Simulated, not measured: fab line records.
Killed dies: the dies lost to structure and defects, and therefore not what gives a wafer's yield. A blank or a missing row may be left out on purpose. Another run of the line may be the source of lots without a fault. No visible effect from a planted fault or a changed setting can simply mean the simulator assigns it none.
fab line records | flow sky130
record lots=10 | wafers=30 | last-day=51
route steps=708 shown FIELD_ISO@25 NWELL@67 LDD_N@253 POLY_CUT@317
lots untouched by any fault: they come from a run of this same line in which no faults occurred
start-h: the number of hours between the record's first day and the start of the first shown wafer of the lot | wait-h: hours since the lot's step before | " unchanged from the row above | L1.1+2: one row covering several wafers at once | - value missing, or start not given | * or withheld: withheld | < > ~ a bound
route shown NAME@n: NAME is a module with steps in the file, n the number in the route of the first one | usual: the fault-free wafers' mean and standard deviation | same: alike in all rows | chamber/n: place in a boat | sites: readings site by site | _std_site: the standard deviation of these | _edge_site: inner sites' mean taken away from outer sites' mean | radius-mm: for every site, how far away it sits from the centre of the wafer | mask NAME#n: copy n | behind: tool/chamber where the wafer was last shaped | hold: why the lot went on hold/how many hours it stayed there/how the hold came to an end | device: the transistor (n, p or np) that didn't switch | end of line: tests run on the same wafers once the route is complete | for a step that has no rows: nothing shown but its recipe | killed: the dies lost at the first sort to structure and to defects; this is not the yield of the wafer | map: the dies of a wafer, with x for killed, . for not killed, _ for no die there
set.NAME: the setting the step ran with; set.NAME@STEP: the setting that earlier step ran with | model.NAME: the simulator's own value behind a step, which no gauge read
route steps across a sampled set of lots; one table per step, one row per wafer
services: a tool's chamber out of use, with start hour (start-h, from the record's first day; less than 0 if before it), hours out, and reason
## steps
# step SKY_FIELD_ISO_CVD_24
# recipe material=SiO2 | target-thk-nm=595 | temp-c=650 | sigma-open-frac=0.3 | time-s=99.2 | sih4-flow-sccm=60 | pressure-mtorr=6
lot.wafer  | tool      | chamber | start-h | wait-h
L729.1+3+5 | hdpcvd-01 | 0,2,0   | 33.09   | 0.1
L730.1+2+4 | hdpcvd-02 | 2,0,0   | 35.66   | 0.1
L731.2+5+6 | hdpcvd-02 | 1,2,0   | 43.30   | 0.0
L732.3+5+6 | hdpcvd-02 | 2,0,1   | 48.74   | 0.0
L734.1+3+5 | hdpcvd-02 | 0,2,1   | 57.87   | 0.1
L742.2+5+6 | hdpcvd-02 | 0,1,2   | 100.89  | 0.0
L743.3+4+6 | hdpcvd-02 | 0,0,2   | 107.24  | 0.0
L745.1+5+6 | hdpcvd-01 | 1,2,0   | 117.92  | 0.1
L747.3+4+5 | hdpcvd-01 | 1,0,1   | 124.08  | 0.0
L752.1+2+6 | hdpcvd-01 | 2,1,1   | 150.65  | 0.1
# step SKY_FIELD_ISO_THK_MEAS_25
# recipe reads=SiO2_of_FIELD_ISO_CVD_24
# usual FIELD_ISO_CVD_24_THK=594/6.3
lot.wafer | tool          | chamber | start-h | wait-h | FIELD_ISO_CVD_24_THK[nm]
L729.1    | film-metro-04 | -       | 33.17   | 0.0    | 578
L729.3    | "             | -       | "       | "      | 590
L729.5    | "             | -       | "       | "      | 584
L730.1    | film-metro-04 | -       | 35.73   | 0.0    | 592
L730.2    | "             | -       | "       | "      | 600
L730.4    | "             | -       | "       | "      | 609
L731.2    | film-metro-04 | -       | 43.38   | 0.0    | 592
L731.5    | "             | -       | "       | "      | 585
L731.6    | "             | -       | "       | "      | 597
L732.3    | film-metro-01 | -       | 48.83   | 0.1    | 588
L732.5    | "             | -       | "       | "      | 594
L732.6    | "             | -       | "       | "      | 600
L734.1    | film-metro-01 | -       | 57.94   | 0.0    | 601
L734.3    | "             | -       | "       | "      | 585
L734.5    | "             | -       | "       | "      | 602
L742.2    | film-metro-04 | -       | 100.97  | 0.0    | 699
L742.5    | "             | -       | "       | "      | 597
L742.6    | "             | -       | "       | "      | 594
L743.3    | film-metro-01 | -       | 107.33  | 0.1    | 696
L743.4    | "             | -       | "       | "      | 691
L743.6    | "             | -       | "       | "      | 591
L745.1    | film-metro-02 | -       | 118.00  | 0.0    | 596
L745.5    | "             | -       | "       | "      | 600
L745.6    | "             | -       | "       | "      | 601
L747.3    | film-metro-01 | -       | 124.17  | 0.1    | 602
L747.4    | "             | -       | "       | "      | 595
L747.5    | "             | -       | "       | "      | 599
L752.1    | film-metro-02 | -       | 150.72  | 0.0    | 593
L752.2    | "             | -       | "       | "      | 599
L752.6    | "             | -       | "       | "      | 607
# step SKY_FIELD_ISO_CMP_27
# recipe stop-on=Si3N4 | t-overpolish-s=16 | down-force-psi=4 | platen-rpm=60 | target-thk-nm=457.8 | pad-velocity-m-s=0.94248
# usual motor-current-A=12.1/1.7 | time-to-endpoint-s=111/4.4
lot.wafer | tool   | chamber | start-h | wait-h | motor-current-A | time-to-endpoint-s
L729.1    | cmp-01 | 3       | 34.73   | 0.0    | 12.9            | 111
L729.3    | "      | 1       | "       | "      | 12.1            | 106
L729.5    | "      | 0       | "       | "      | 10.2            | 108
L730.2    | cmp-02 | 0       | 38.66   | 0.1    | 11.1            | 108
L730.4    | "      | 1       | "       | "      | 10.9            | 118
L730.1    | "      | 2       | "       | "      | 15.1            | 112
L731.2    | cmp-02 | 2       | 46.09   | 0.1    | 14.3            | 116
L731.6    | "      | 0       | "       | "      | 11.4            | 118
L731.5    | "      | 1       | "       | "      | 11.3            | 118
L732.3    | cmp-01 | 1       | 50.66   | 0.1    | 11.6            | 107
L732.5    | "      | 3       | "       | "      | 12.8            | 117
L732.6    | "      | 0       | "       | "      | 11.0            | 116
L734.1    | cmp-02 | 2       | 59.50   | 0.0    | 15.2            | 117
L734.3    | "      | 0       | "       | "      | 11.6            | 108
L734.5    | "      | 2       | "       | "      | 14.7            | 118
L742.2    | cmp-02 | 2       | 103.89  | 0.1    | 15.4            | 134
L742.5    | "      | 1       | "       | "      | 10.8            | 113
L742.6    | "      | 2       | "       | "      | 15.2            | 115
L743.3    | cmp-02 | 2       | 110.79  | 0.1    | 15.5            | 127
L743.4    | "      | 0       | "       | "      | 11.0            | 123
L743.6    | "      | 1       | "       | "      | 11.4            | 105
L745.1    | cmp-02 | 2       | 119.71  | 0.1    | 14.7            | 114
L745.5    | "      | 3       | "       | "      | 10.1            | 114
L745.6    | "      | 0       | "       | "      | 11.3            | 114
L747.4    | cmp-02 | 1       | 125.76  | 0.1    | 11.4            | 117
L747.3    | "      | 3       | "       | "      | 10.2            | 119
L747.5    | "      | 0       | "       | "      | 11.3            | 112
L752.2    | cmp-02 | 0       | 153.65  | 0.1    | 10.8            | 108
L752.1    | "      | 2       | "       | "      | 15.5            | 111
L752.6    | "      | 0       | "       | "      | 10.8            | 112
# step SKY_NWELL_STRIP_14
# recipe chemistry=O2/N2 | power-w=1400 | pressure-mtorr=1500 | platen-temp-c=withheld | o2-flow-sccm=3000 | n2-flow-sccm=300 | overash-fraction=0.5
# usual drypump-motor-current-A=5.5/0.41 | oes-product-au=0.722/0.0048 | strip-time-to-endpoint-s=36.94/0.1
# same overash-fraction=0.5
lot.wafer | tool            | chamber | start-h | wait-h | drypump-motor-current-A | oes-product-au | rf-hours-counter-h | strip-time-to-endpoint-s
L729.1    | plasma-asher-01 | 0       | 89.87   | 0.1    | 4.7                     | 0.720          | 42                 | 36.83
L729.3    | "               | 1       | "       | "      | 5.9                     | 0.721          | -                  | 36.82
L729.5    | "               | 0       | "       | "      | 4.7                     | 0.724          | -                  | 36.95
L730.1    | plasma-asher-04 | 1       | 93.52   | 0.1    | 5.6                     | 0.730          | 39                 | 37.17
L730.2    | "               | 0       | "       | "      | 5.7                     | 0.724          | 39                 | 37.13
L730.4    | "               | 0       | "       | "      | 5.7                     | 0.723          | -                  | 37.09
L731.2    | plasma-asher-02 | 0       | 99.97   | 0.1    | 5.6                     | 0.723          | 39                 | 36.94
L731.5    | "               | 0       | "       | "      | 5.6                     | 0.724          | -                  | 37.00
L731.6    | "               | 1       | "       | "      | 5.3                     | 0.718          | -                  | 36.88
L732.3    | plasma-asher-04 | 1       | 103.40  | 0.1    | 5.6                     | 0.722          | -                  | 36.91
L732.5    | "               | 0       | "       | "      | 5.7                     | 0.723          | -                  | 36.96
L732.6    | "               | 1       | "       | "      | 5.6                     | 0.723          | -                  | 36.93
L734.1    | plasma-asher-02 | 0       | 112.27  | 0.1    | 5.6                     | 0.724          | 40                 | 36.83
L734.3    | "               | 0       | "       | "      | 5.6                     | 0.725          | -                  | 36.86
L734.5    | "               | 1       | "       | "      | 5.3                     | 0.725          | -                  | 36.78
L742.2    | plasma-asher-01 | 1       | 165.57  | 0.1    | 5.9                     | 0.723          | 4                  | 36.87
L742.5    | "               | 0       | "       | "      | 4.7                     | 0.722          | -                  | 36.96
L742.6    | "               | 1       | "       | "      | 5.9                     | 0.726          | -                  | 36.96
L743.3    | plasma-asher-04 | 1       | 173.61  | 0.1    | 5.7                     | 0.721          | -                  | 37.12
L743.4    | "               | 0       | "       | "      | 5.7                     | 0.720          | -                  | 36.84
L743.6    | "               | 1       | "       | "      | 5.6                     | 0.728          | -                  | 37.05
L745.1    | plasma-asher-04 | 0       | 182.87  | 0.1    | 5.7                     | 0.720          | 49                 | 36.85
L745.5    | "               | 0       | "       | "      | 5.7                     | 0.729          | -                  | 36.85
L745.6    | "               | 1       | "       | "      | 5.6                     | 0.720          | -                  | 36.83
L747.3    | plasma-asher-01 | 0       | 190.11  | 0.1    | 4.7                     | 0.727          | -                  | 36.81
L747.4    | "               | 1       | "       | "      | 5.9                     | 0.716          | -                  | 36.92
L747.5    | "               | 0       | "       | "      | 4.7                     | 0.726          | -                  | 36.83
L752.1    | plasma-asher-01 | 0       | 220.07  | 0.1    | 4.8                     | 0.721          | 10                 | 36.86
L752.2    | "               | 1       | "       | "      | 5.9                     | 0.729          | 10                 | 36.92
L752.6    | "               | 0       | "       | "      | 4.7                     | 0.714          | -                  | 36.88
# step SKY_LDD_N_STRIP_16
# recipe chemistry=O2/N2 | power-w=1400 | pressure-mtorr=1500 | platen-temp-c=withheld | o2-flow-sccm=3000 | n2-flow-sccm=300 | overash-fraction=0.5
# usual drypump-motor-current-A=5.65/0.29 | oes-product-au=0.406/0.0045 | strip-time-to-endpoint-s=4.312/0.015
# same overash-fraction=0.5
lot.wafer | tool            | chamber | start-h | wait-h | drypump-motor-current-A | oes-product-au | rf-hours-counter-h | strip-time-to-endpoint-s
L729.1    | plasma-asher-03 | 1       | 403.77  | 0.1    | 5.46                    | 0.413          | 58                 | 4.306
L729.3    | "               | 0       | "       | "      | 5.93                    | 0.406          | -                  | 4.305
L729.5    | "               | 0       | "       | "      | 5.93                    | 0.406          | -                  | 4.316
L730.1    | plasma-asher-01 | 0       | 414.82  | 0.1    | 4.74                    | 0.410          | 29                 | 4.321
L730.2    | "               | 1       | "       | "      | 5.95                    | 0.407          | 29                 | 4.311
L730.4    | "               | 1       | "       | "      | 5.92                    | 0.407          | -                  | 4.314
L732.3    | plasma-asher-04 | 0       | 426.16  | 0.1    | 5.74                    | 0.414          | -                  | 4.326
L732.5    | "               | 1       | "       | "      | 5.64                    | 0.402          | -                  | 4.302
L732.6    | "               | 0       | "       | "      | 5.76                    | 0.407          | -                  | 4.328
L731.2    | plasma-asher-03 | 0       | 426.27  | 0.1    | 5.92                    | 0.399          | 60                 | 4.311
L731.5    | "               | 1       | "       | "      | 5.47                    | 0.408          | -                  | 4.298
L731.6    | "               | 0       | "       | "      | 5.93                    | 0.415          | -                  | 4.304
L734.1    | plasma-asher-04 | 1       | 435.47  | 0.1    | 5.62                    | 0.411          | 73                 | 4.315
L734.3    | "               | 1       | "       | "      | 5.64                    | 0.396          | -                  | 4.307
L734.5    | "               | 1       | "       | "      | 5.62                    | 0.413          | -                  | 4.301
L742.2    | plasma-asher-04 | 1       | 616.62  | 0.1    | 5.67                    | 0.410          | 92                 | 4.302
L742.5    | "               | 1       | "       | "      | 5.66                    | 0.406          | -                  | 4.278
L742.6    | "               | 0       | "       | "      | 5.71                    | 0.415          | -                  | 4.301
L743.3    | plasma-asher-03 | 1       | 618.35  | 0.1    | 5.48                    | 0.410          | -                  | 4.310
L743.4    | "               | 0       | "       | "      | 5.93                    | 0.406          | -                  | 4.303
L743.6    | "               | 1       | "       | "      | 5.48                    | 0.409          | -                  | 4.335
L745.1    | plasma-asher-04 | 0       | 620.22  | 0.1    | 5.76                    | 0.406          | 93                 | 4.311
L745.5    | "               | 0       | "       | "      | 5.77                    | 0.411          | -                  | 4.314
L745.6    | "               | 1       | "       | "      | 5.64                    | 0.410          | -                  | 4.312
L752.1    | plasma-asher-04 | 1       | 623.12  | 0.1    | 5.64                    | 0.411          | 94                 | 4.334
L752.2    | "               | 0       | "       | "      | 5.75                    | 0.403          | 94                 | 4.324
L752.6    | "               | 1       | "       | "      | 5.62                    | 0.411          | -                  | 4.312
L747.3    | plasma-asher-01 | 1       | 624.34  | 0.1    | 5.92                    | 0.399          | -                  | 4.307
L747.4    | "               | 0       | "       | "      | 4.75                    | 0.411          | -                  | 4.306
L747.5    | "               | 0       | "       | "      | 4.73                    | 0.406          | -                  | 4.310
# step SKY_POLY_CUT_ETCH_10
# recipe chemistry=N2/H2 | target=BARC | ion-energy-ev=200 | source-w=500 | bias-w=100 | pressure-mtorr=30 | n2-flow-sccm=100 | h2-flow-sccm=200 | stop-on=SiO2 | time-s=45.9 | target-depth-a=600
# usual drypump-motor-current-A=5.8/0.43 | oes-product-au=0.855/0.0052 | rf-fwd-power-W=494.9/2 | throttle-valve-pct=13.225/0.009
lot.wafer | tool        | chamber | start-h | wait-h | drypump-motor-current-A | oes-product-au | rf-fwd-power-W | rf-hours-counter-h | throttle-valve-pct
L730.1    | rie-diel-01 | 2       | 589.08  | 0.0    | 6.4                     | 0.858          | 493.9          | 62                 | 13.223
L730.2    | "           | 3       | "       | "      | 5.5                     | 0.856          | 493.2          | 70                 | 13.220
L730.4    | "           | 3       | "       | "      | 5.5                     | 0.851          | 494.3          | -                  | 13.219
L729.1    | rie-diel-04 | 2       | 589.83  | 0.0    | 5.8                     | 0.854          | 497.4          | 10                 | 13.224
L729.3    | "           | 3       | "       | "      | 6.0                     | 0.862          | 495.4          | 6                  | 13.232
L729.5    | "           | 0       | "       | "      | 5.5                     | 0.860          | 492.0          | -                  | 13.235
L734.1    | rie-diel-01 | 2       | 589.95  | 0.0    | 6.4                     | 0.860          | 493.0          | 62                 | 13.210
L734.3    | "           | 0       | "       | "      | 6.5                     | 0.847          | 492.2          | 5                  | 13.231
L734.5    | "           | 2       | "       | "      | 6.4                     | 0.860          | 493.7          | -                  | 13.223
L732.3    | rie-diel-03 | 2       | 590.07  | 0.0    | 5.7                     | 0.856          | 498.0          | 48                 | 13.234
L732.5    | "           | 1       | "       | "      | 4.7                     | 0.859          | 492.2          | -                  | 13.227
L732.6    | "           | 2       | "       | "      | 5.7                     | 0.851          | 499.7          | -                  | 13.225
L731.2    | rie-diel-04 | 3       | 590.19  | 0.0    | 6.0                     | 0.863          | 494.3          | 6                  | 13.223
L731.5    | "           | 2       | "       | "      | 5.8                     | 0.852          | 495.7          | -                  | 13.238
L731.6    | "           | 0       | "       | "      | 5.5                     | 0.860          | 495.4          | -                  | 13.214
L742.2    | rie-diel-01 | 2       | 759.98  | 0.0    | 6.4                     | 0.864          | 493.9          | 2                  | 13.234
L742.5    | "           | 0       | "       | "      | 6.5                     | 0.863          | 494.3          | -                  | 13.230
L742.6    | "           | 3       | "       | "      | 5.5                     | 0.854          | 495.3          | -                  | 13.222
L743.3    | rie-diel-01 | 1       | 760.89  | 0.0    | 5.6                     | 0.847          | 497.0          | 15                 | 13.209
L743.4    | "           | 0       | "       | "      | 6.5                     | 0.852          | 494.2          | 8                  | 13.209
L743.6    | "           | 0       | "       | "      | 6.5                     | 0.849          | 493.7          | -                  | 13.226
L745.1    | rie-diel-04 | 2       | 763.49  | 0.0    | 5.8                     | 0.846          | 495.9          | 15                 | 13.226
L745.5    | "           | 0       | "       | "      | 5.5                     | 0.842          | 495.2          | -                  | 13.213
L745.6    | "           | 1       | "       | "      | 5.7                     | 0.851          | 493.6          | -                  | 13.216
L752.1    | rie-diel-01 | 3       | 764.49  | 0.0    | 5.5                     | 0.856          | 498.4          | 3                  | 13.219
L752.2    | "           | 2       | "       | "      | 6.4                     | 0.849          | 495.1          | 2                  | 13.231
L752.6    | "           | 3       | "       | "      | 5.5                     | 0.859          | 496.8          | -                  | 13.219
L747.3    | rie-diel-03 | 3       | 767.63  | 0.0    | 5.8                     | 0.854          | 497.8          | 12                 | 13.215
L747.4    | "           | 2       | "       | "      | 5.7                     | 0.853          | 496.9          | 1                  | 13.220
L747.5    | "           | 3       | "       | "      | 5.7                     | 0.851          | 498.8          | -                  | 13.213
## services
tool            | chamber | start-h | hours | kind
hdpcvd-02       | 2       | 10.83   | 8.1   | repair
cmp-02          | -       | 11.58   | 0.5   | repair
plasma-asher-01 | -       | 62.74   | 7.6   | repair
cmp-02          | -       | 64.00   | 4.0   | pm
cmp-02          | -       | 72.74   | 10.8  | pm
plasma-asher-01 | -       | 108.75  | 9.0   | pm
cmp-02          | -       | 146.13  | 1.1   | repair
cmp-02          | -       | 181.75  | 2.1   | repair
cmp-02          | -       | 204.18  | 10.3  | pm
plasma-asher-04 | -       | 247.42  | 4.9   | repair
plasma-asher-01 | -       | 271.29  | 1.3   | repair
hdpcvd-02       | 2       | 288.22  | 4.7   | repair
plasma-asher-01 | -       | 297.56  | 0.5   | repair
cmp-02          | -       | 299.18  | 1.1   | repair
plasma-asher-04 | -       | 363.80  | 2.8   | pm
cmp-02          | -       | 404.00  | 4.0   | pm
cmp-02          | -       | 453.81  | 4.1   | pm
cmp-02          | -       | 470.34  | 0.4   | repair
cmp-02          | -       | 481.23  | 0.9   | repair
cmp-02          | -       | 528.91  | 1.3   | repair
cmp-02          | -       | 576.00  | 5.8   | pm
plasma-asher-04 | -       | 688.38  | 8.4   | repair
plasma-asher-04 | -       | 733.75  | 9.0   | pm
cmp-02          | -       | 744.00  | 4.0   | pm
## key
first-sign step=SKY_FIELD_ISO_THK_MEAS_25 | reading=FIELD_ISO_CVD_24_THK | direction=up | sigmas=16 | usual=594 | struck=696
effect step=SKY_FIELD_ISO_CMP_27 | reading=time-to-endpoint-s | direction=up | sigmas=3.9 | usual=* | struck=*
met-at SKY_FIELD_ISO_CVD_24
struck-lots L742,L743
struck-wafers L742.2,L743.3,L743.4
tester-left-out L742,L743
not-acting-at SKY_NWELL_STRIP_14,SKY_LDD_N_STRIP_16,SKY_POLY_CUT_ETCH_10
onset-between 57.87 100.89
fault kind=process-parameter-drift | tool=hdpcvd-02 | chamber=0 | onset-h=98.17 | steps=SKY_FIELD_ISO_CVD_24 | channel=target-thk-nm | offset=97.501 | shape=step | end-h=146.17 | acts-in=these-recipes-only | stated=595
# tester-left-out: of these lots the tester's yield and bins aren't shown, on N5 and GAA mostly nor the transistor test; their killed dies are dies lost to structure and defects alone, not to doping, threshold or leakage, so they don't give the yield
